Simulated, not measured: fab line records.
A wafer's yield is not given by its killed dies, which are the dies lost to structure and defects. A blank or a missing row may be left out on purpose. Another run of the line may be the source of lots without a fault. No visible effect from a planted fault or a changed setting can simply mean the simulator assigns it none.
Which tool is to blame? :: flow gf180mcu :: 7 lots, 21 wafers sampled, at 2 steps of a route of 602

## WHAT THE GAUGES SHOWED, per wafer
GF_V5_THK_MEAS_01.
lot: L996
measured: day 26 22:11
on: filmMetro-04
V5_CVD_00_THK (nm): 296 302 306

lot: L998
measured: day 27 15:50
on: filmMetro-04
V5_CVD_00_THK (nm): 308 299 302

lot: L100
measured: day 28 16:05
on: filmMetro-04
V5_CVD_00_THK (nm): 297 292 302

lot: L102
measured: day 28 19:38
on: filmMetro-01
V5_CVD_00_THK (nm): 294 299 298

lot: L108
measured: day 30 12:36
on: filmMetro-02
V5_CVD_00_THK (nm): 301 300 303

lot: L115
measured: day 32 04:50
on: filmMetro-02
V5_CVD_00_THK (nm): 298 306 300

lot: L118
measured: day 33 00:43
on: filmMetro-01
V5_CVD_00_THK (nm): 296 298 294

## WHAT TOOL EACH LOT RAN ON (gives the tool, then ch and the chambers of the sampled wafers, and finally the start)
lot: L996
GF_NSD_STRIP_11: plasmaAsher-04 ch 0,1, day 13 15:43

lot: L998
GF_NSD_STRIP_11: plasmaAsher-04 ch 0,1, day 14 16:32

lot: L100
GF_NSD_STRIP_11: plasmaAsher-01 ch 0,1, day 15 05:27

lot: L102
GF_NSD_STRIP_11: plasmaAsher-04 ch 0,1, day 15 23:01

lot: L108
GF_NSD_STRIP_11: plasmaAsher-04 ch 0,1, day 17 21:43

lot: L115
GF_NSD_STRIP_11: plasmaAsher-02 ch 0,1, day 20 05:40

lot: L118
GF_NSD_STRIP_11: plasmaAsher-01 ch 0,1, day 21 11:15
- GF_NSD_STRIP_11: strips in O2/N2.

## THE ANSWER, worked out from the rows above alone
Rule: usual is defined by the lots themselves. The widest of any qualifying gaps counts: lots, ordered by their means at a reading, are off when they make up no more than a third of the lots, leave a main group of 4 or more, and stand apart from it by 3 or more times the standard deviation of that group's means. A main group whose means are all the same, to the digits that the tables above print for the reading, isn't used. Also off: a lot with no number at a reading for which 4 or more lots have one. The other lots that the step has rows for count as sound.
None of the lots is off at any reading shown; this tells nothing.

## WHAT THE SIMULATOR HAD PUT IN
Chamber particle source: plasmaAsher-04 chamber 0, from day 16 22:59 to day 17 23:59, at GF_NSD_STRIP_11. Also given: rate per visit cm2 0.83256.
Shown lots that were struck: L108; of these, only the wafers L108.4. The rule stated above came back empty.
